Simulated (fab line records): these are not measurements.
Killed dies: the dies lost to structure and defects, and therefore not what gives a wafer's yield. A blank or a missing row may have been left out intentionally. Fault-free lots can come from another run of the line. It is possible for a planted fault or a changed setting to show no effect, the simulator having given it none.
8D (eight disciplines) problem report, filled in by code -- flow sky130 -- the parts of the form that need people (team, actions taken, sign-off) are left out

== 1. THE PROBLEM ==
At SKY_PWDE_IMPLANT_08, beamEnergyKeV averages 185.54 over 6 wafers from 2 lots, while fault-free wafers read 150.00, standard deviation 0.044. That is +99 or more standard deviations from the usual mean.
First seen on wafer L574.3, day 7 00:51, on implanter-04. At this step, 36 wafers from 12 lots have a number in the record. The rule behind "out" and "out of limits": a value lying over 4 standard deviations away from the usual mean. The other wafers with a number count as sound.

== 2. WHAT IT IS, WHAT IT ISN'T ==
question,is,is not
which readings at this step,beamEnergyKeV,-
which lots,"L574, L576","L561, L562, L563, L564, L565, L566, L567, L568, L580, L582"
which wafers of those lots,all that have a number,-
read on which tools,implanter-04,"implanter-01, implanter-03"
when,from day 7 00:51,"up to then (24 sound wafers); but 6 sound wafers of L580, L582 came after"

== 3. THE SUSPECTS, EACH WITH WHAT RULES IT OUT ==
Counting: a tool at a process step up to the reading stays a suspect if it ran every lot that is out and no sound lot after the first of them.
- implanter-04 at SKY_PWDE_IMPLANT_08: kept. Every lot that is out went through it, starting with L574 (day 7 00:51), and after that it ran no sound lot; the last sound lot it ran before then is L567 (day 5 08:07). On those wafers its own readings are out: beamEnergyKeV.
After counting, what remains is implanter-04 at SKY_PWDE_IMPLANT_08.

== 4. THE CAUSE (what the simulator had put in) ==
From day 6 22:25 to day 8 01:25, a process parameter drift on implanter-04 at SKY_PWDE_IMPLANT_08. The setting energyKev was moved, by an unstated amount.
The count eliminated every tool but this one.

== 5. THE EFFECT CHAIN, in route order ==
One row per reading whose mean, taken over the struck wafers that have a number, lies over 3 standard deviations from the usual. Only readings for which the record gives a usual standard deviation are gone through. hours: the time from each lot's start at the first step in this table that gives one to its start at this step, as a median over the lots. sigmas: the change in usual standard deviations.
hours,step,reading,usual,on struck wafers,change,sigmas
0,SKY_PWDE_IMPLANT_08,beamEnergyKeV,150.00,185.54,+35.54,+99 or more
42,SKY_NWELL_RS_MEAS_31,PWDE_RS,5276 ohm/sq,5216,-60,-3.0
Here are the process steps it includes:
- SKY_PWDE_IMPLANT_08

== 6. WHAT WOULD HAVE CAUGHT IT SOONER ==
First out-of-limits reading in this record: day 7 00:51, which is 2 hours after fault onset at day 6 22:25.
